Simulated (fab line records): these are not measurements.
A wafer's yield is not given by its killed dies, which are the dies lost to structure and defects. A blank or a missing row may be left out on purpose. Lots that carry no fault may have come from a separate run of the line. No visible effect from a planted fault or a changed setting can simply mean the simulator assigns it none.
Which tool is to blame? + flow sky130 + 12 lots, 36 wafers sampled, at 5 steps of a route of 708

== WHAT THE GAUGES READ, wafer by wafer ==
No reading from a measuring or inspecting step in the record can be judged against a usual standard deviation.

== WHAT TOOL EACH LOT RAN ON (gives the tool, then ch and the chambers of the sampled wafers, and finally the start) ==
| lot  | SKY_METAL2_ETCH_18                | SKY_METAL2_STRIP_20                  | SKY_VIA2_CVD_21               | SKY_METAL5_SPUTTER_02        | SKY_PAD_OPEN_PROBE_99   |
|------|-----------------------------------|--------------------------------------|-------------------------------|------------------------------|-------------------------|
| L492 | rie metal-03 ch 1, day 35 19:14   | plasma asher-03 ch 0,1, day 35 19:31 | cvd w-02 ch 0,1, day 36 22:37 | pvd sputter-01, day 43 08:08 | prober-01, day 46 06:16 |
| L493 | rie metal-04 ch 0,1, day 36 13:24 | plasma asher-01 ch 0,1, day 36 13:33 | cvd w-02 ch 0,1, day 37 17:44 | pvd sputter-03, day 44 01:40 | prober-02, day 46 20:49 |
| L495 | rie metal-02 ch 0,1, day 36 17:30 | plasma asher-01 ch 0,1, day 36 17:39 | cvd w-02 ch 1, day 37 21:59   | pvd sputter-04, day 44 05:58 | prober-01, day 47 02:34 |
| L497 | rie metal-02 ch 0, day 37 05:38   | plasma asher-01 ch 0,1, day 37 05:55 | cvd w-01 ch 0,1, day 38 09:20 | pvd sputter-04, day 44 16:11 | prober-01, day 47 10:49 |
| L498 | rie metal-04 ch 0, day 37 07:59   | plasma asher-01 ch 0,1, day 37 08:17 | cvd w-01 ch 0,1, day 38 11:17 | pvd sputter-04, day 44 19:01 | prober-02, day 47 14:14 |
| L502 | rie metal-04 ch 0,1, day 38 08:07 | plasma asher-02 ch 0,1, day 38 08:17 | cvd w-02 ch 0,1, day 39 10:35 | pvd sputter-03, day 45 17:57 | prober-02, day 48 11:07 |
| L504 | rie metal-02 ch 0,1, day 39 03:17 | plasma asher-02 ch 0,1, day 39 03:26 | cvd w-02 ch 0,1, day 40 06:00 | pvd sputter-01, day 46 08:16 | prober-02, day 48 22:37 |
| L506 | rie metal-03 ch 0,1, day 39 18:20 | plasma asher-01 ch 0,1, day 39 18:29 | cvd w-02 ch 0,1, day 40 21:19 | pvd sputter-01, day 46 21:16 | prober-01, day 49 10:20 |
| L510 | rie metal-02 ch 0,1, day 40 18:13 | plasma asher-02 ch 0,1, day 40 18:22 | cvd w-01 ch 0,1, day 41 20:10 | pvd sputter-01, day 47 16:20 | prober-02, day 50 02:10 |
| L511 | rie metal-04 ch 0,1, day 41 00:15 | plasma asher-01 ch 0,1, day 41 00:24 | cvd w-01 ch 0,1, day 42 02:20 | pvd sputter-01, day 47 22:41 | prober-01, day 50 07:19 |
| L514 | rie metal-03 ch 0,1, day 41 14:48 | plasma asher-01 ch 0, day 41 14:57   | cvd w-01 ch 0,1, day 42 17:05 | pvd sputter-01, day 48 10:43 | prober-02, day 50 17:52 |
| L515 | rie metal-04 ch 0,1, day 41 17:11 | plasma asher-01 ch 0,1, day 41 17:20 | cvd w-02 ch 1, day 42 19:14   | pvd sputter-01, day 48 13:11 | prober-01, day 50 20:08 |
- SKY_METAL2_ETCH_18: etches BARC in N2/H2, stops on SiO2, time 45.9 s, target depth 60 nm.
- SKY_METAL2_STRIP_20: strips in O2/N2.
- SKY_VIA2_CVD_21: deposits W, target thk 420 nm, time 126.4 s.
- SKY_METAL5_SPUTTER_02: material AlCu, target thk 1150 nm, time 61.2 s.
- SKY_PAD_OPEN_PROBE_99

== AS READ BY THE TOOLS THEMSELVES (means over the sampled wafers that have a number; for cases with no such wafer, the mark the record gives instead) ==
SKY_METAL2_ETCH_18. Usual: drypump motor current A 5.71 A, standard deviation 0.2; oes product au 0.855 a.u., standard deviation 0.0048; throttle valve pct 13.226 %, standard deviation 0.0092.
| lot  | tool         | drypump motor current A (A) | oes product au (a.u.) | throttle valve pct (%) | flag |
|------|--------------|-----------------------------|-----------------------|------------------------|------|
| L492 | rie metal-03 | 5.89                        | 0.856                 | 13.220                 |      |
| L493 | rie metal-04 | 5.69                        | 0.857                 | 13.226                 |      |
| L495 | rie metal-02 | 5.69                        | 0.854                 | 13.225                 |      |
| L497 | rie metal-02 | 5.70                        | 0.857                 | 13.230                 |      |
| L498 | rie metal-04 | 5.43                        | 0.852                 | 13.229                 |      |
| L502 | rie metal-04 | 5.69                        | 0.855                 | 13.225                 |      |
| L504 | rie metal-02 | 5.69                        | 0.860                 | 13.228                 |      |
| L506 | rie metal-03 | 5.91                        | 0.857                 | 13.225                 |      |
| L510 | rie metal-02 | 5.66                        | 0.856                 | 13.226                 |      |
| L511 | rie metal-04 | 5.55                        | 0.850                 | 13.227                 |      |
| L514 | rie metal-03 | 5.91                        | 0.853                 | 13.223                 |      |
| L515 | rie metal-04 | 5.70                        | 0.857                 | 13.228                 |      |

SKY_METAL2_STRIP_20. Usual: drypump motor current A 5.8 A, standard deviation 0.31; oes product au 0.346 a.u., standard deviation 0.0052; strip time to endpoint s 2.76 s, standard deviation 0.04.
| lot  | tool            | drypump motor current A (A) | oes product au (a.u.) | strip time to endpoint s (s) | flag |
|------|-----------------|-----------------------------|-----------------------|------------------------------|------|
| L492 | plasma asher-03 | 5.3                         | 0.348                 | 2.74                         |      |
| L493 | plasma asher-01 | 5.9                         | 0.339                 | 2.74                         |      |
| L495 | plasma asher-01 | 5.8                         | 0.343                 | 2.72                         |      |
| L497 | plasma asher-01 | 5.8                         | 0.347                 | 2.78                         |      |
| L498 | plasma asher-01 | 6.0                         | 0.351                 | 2.79                         |      |
| L502 | plasma asher-02 | 5.9                         | 0.348                 | 2.77                         |      |
| L504 | plasma asher-02 | 6.0                         | 0.346                 | 2.75                         |      |
| L506 | plasma asher-01 | 5.8                         | 0.345                 | 2.73                         |      |
| L510 | plasma asher-02 | 6.0                         | 0.345                 | 2.72                         |      |
| L511 | plasma asher-01 | 5.8                         | 0.355                 | 2.82                         |      |
| L514 | plasma asher-01 | 6.2                         | 0.347                 | 2.72                         |      |
| L515 | plasma asher-01 | 5.8                         | 0.343                 | 2.77                         |      |

SKY_VIA2_CVD_21. Usual: 842 W for heater power w, sd 59.
| lot  | tool     | heater power w (W) | flag |
|------|----------|--------------------|------|
| L492 | cvd w-02 | 861                |      |
| L493 | cvd w-02 | 859                |      |
| L495 | cvd w-02 | 855                |      |
| L497 | cvd w-01 | 878                |      |
| L498 | cvd w-01 | 868                |      |
| L502 | cvd w-02 | 827                |      |
| L504 | cvd w-02 | 824                |      |
| L506 | cvd w-02 | 821                |      |
| L510 | cvd w-01 | 879                |      |
| L511 | cvd w-01 | 824                |      |
| L514 | cvd w-01 | 876                |      |
| L515 | cvd w-02 | 793                |      |

SKY_METAL5_SPUTTER_02. Usual: 30.5 % for throttle valve pct, sd 0.72.
| lot  | tool           | throttle valve pct (%) | flag |
|------|----------------|------------------------|------|
| L492 | pvd sputter-01 | 30.6                   |      |
| L493 | pvd sputter-03 | 30.3                   |      |
| L495 | pvd sputter-04 | 30.1                   |      |
| L497 | pvd sputter-04 | 29.6                   |      |
| L498 | pvd sputter-04 | 30.7                   |      |
| L502 | pvd sputter-03 | 30.4                   |      |
| L504 | pvd sputter-01 | 30.3                   |      |
| L506 | pvd sputter-01 | 30.5                   |      |
| L510 | pvd sputter-01 | 30.2                   |      |
| L511 | pvd sputter-01 | 30.7                   |      |
| L514 | pvd sputter-01 | 30.2                   |      |
| L515 | pvd sputter-01 | 31.0                   |      |

SKY_PAD_OPEN_PROBE_99. Usual: defect limited yield 82.6 %, standard deviation 1.9; killed_at_M0_to_M3 43, standard deviation 7.1; killed_at_M4_up 3.0, standard deviation 1.6; killed at contacts 24, standard deviation 5.3; killed at front end 16, standard deviation 4.1; killed at other 0.5, standard deviation 0.82; killed dies 86, standard deviation 9.4; killed open 46, standard deviation 6.9; killed short 39, standard deviation 6.5; sort_bin_3_pad_short 0.9 %, standard deviation 0.45; sort_bin_5_function 10.3 %, standard deviation 1.5; sort_bin_6_memory 6.2 %, standard deviation 1.1; sort n pass 406, standard deviation 9.4; sort yield pct 82.6 %, standard deviation 1.9.
| lot  | tool      | defect limited yield (%) | killed_at_M0_to_M3 | killed_at_M4_up | killed at contacts | killed at front end | killed at other | killed dies | killed open | killed short | sort_bin_3_pad_short (%) | sort_bin_5_function (%) | sort_bin_6_memory (%) | sort n pass | sort yield pct (%) | flag |
|------|-----------|--------------------------|--------------------|-----------------|--------------------|---------------------|-----------------|-------------|-------------|--------------|--------------------------|-------------------------|-----------------------|-------------|--------------------|------|
| L492 | prober-01 | 80.8                     | 38                 | 3.3             | 30                 | 21                  | 2.0             | 94          | 54          | 39           | 0.9                      | 10.2                    | 8.1                   | 398         | 80.8               |      |
| L493 | prober-02 | 84.1                     | 35                 | 4.0             | 23                 | 16                  | 0.3             | 78          | 39          | 39           | 1.1                      | 8.6                     | 6.1                   | 414         | 84.1               |      |
| L495 | prober-01 | 82.9                     | 38                 | 3.0             | 27                 | 16                  | 0.0             | 84          | 46          | 38           | 0.7                      | 10.1                    | 6.2                   | 408         | 82.9               |      |
| L497 | prober-01 | 76.4                     | 42                 | 31.0            | 29                 | 14                  | 0.7             | 116         | 49          | 37           | 1.7                      | 15.1                    | 6.8                   | 376         | 76.4               | OFF  |
| L498 | prober-02 | 80.0                     | 40                 | 21.0            | 20                 | 18                  | 0.3             | 99          | 44          | 37           | 1.5                      | 13.1                    | 5.4                   | 393         | 80.0               | OFF  |
| L502 | prober-02 | 82.7                     | 49                 | 2.7             | 16                 | 17                  | 0.0             | 85          | 51          | 34           | 0.5                      | 10.7                    | 6.0                   | 407         | 82.7               |      |
| L504 | prober-02 | 83.9                     | 38                 | 3.0             | 24                 | 14                  | 0.0             | 79          | 41          | 37           | 0.9                      | 9.8                     | 5.4                   | 413         | 83.9               |      |
| L506 | prober-01 | 79.6                     | 53                 | 2.7             | 24                 | 20                  | 0.3             | 100         | 52          | 48           | 0.8                      | 11.9                    | 7.6                   | 392         | 79.6               |      |
| L510 | prober-02 | 81.8                     | 44                 | 4.0             | 31                 | 11                  | 0.3             | 90          | 52          | 37           | 1.1                      | 10.0                    | 7.1                   | 402         | 81.8               |      |
| L511 | prober-01 | 81.3                     | 42                 | 5.3             | 27                 | 17                  | 1.7             | 92          | 47          | 45           | 0.7                      | 11.3                    | 6.7                   | 400         | 81.3               |      |
| L514 | prober-02 | 82.2                     | 42                 | 2.7             | 27                 | 16                  | 0.3             | 88          | 48          | 40           | 0.9                      | 10.4                    | 6.4                   | 404         | 82.2               |      |
| L515 | prober-01 | 83.7                     | 40                 | 5.0             | 20                 | 15                  | 0.3             | 80          | 45          | 34           | 0.7                      | 9.8                     | 5.9                   | 412         | 83.7               |      |

== THE ANSWER, worked out from the rows above alone ==
Rule: take the mean of a lot's wafers that have a number; if it is more than 3 standard deviations from the usual mean, the lot is off. A lot without any number at a reading at which 4 lots or more have one is off too. Where the step has rows for the other lots, those lots are counted as sound. Order of review: gauges by route order, followed by the tools' own readings, for which a lot's mean as printed above is used. At the first step where some lot is off, the reading lying furthest off is the one used; lots without a number count as furthest.
Off: L497, L498, at SKY_PAD_OPEN_PROBE_99 (killed_at_M4_up).
A tool fits if, at that step or a process step before it, it ran every lot that is off, and no sound lot after the first of them. One fits: SKY_METAL5_SPUTTER_02 on pvd sputter-04. Its last sound lot is L495 (day 44 05:58), its first lot that is off L497 (day 44 16:11): a fault that began between those two fits.

== WHAT HAD BEEN PUT IN BY THE SIMULATOR ==
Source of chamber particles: pvd sputter-04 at SKY_METAL5_SPUTTER_02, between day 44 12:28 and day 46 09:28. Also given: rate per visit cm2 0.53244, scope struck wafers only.
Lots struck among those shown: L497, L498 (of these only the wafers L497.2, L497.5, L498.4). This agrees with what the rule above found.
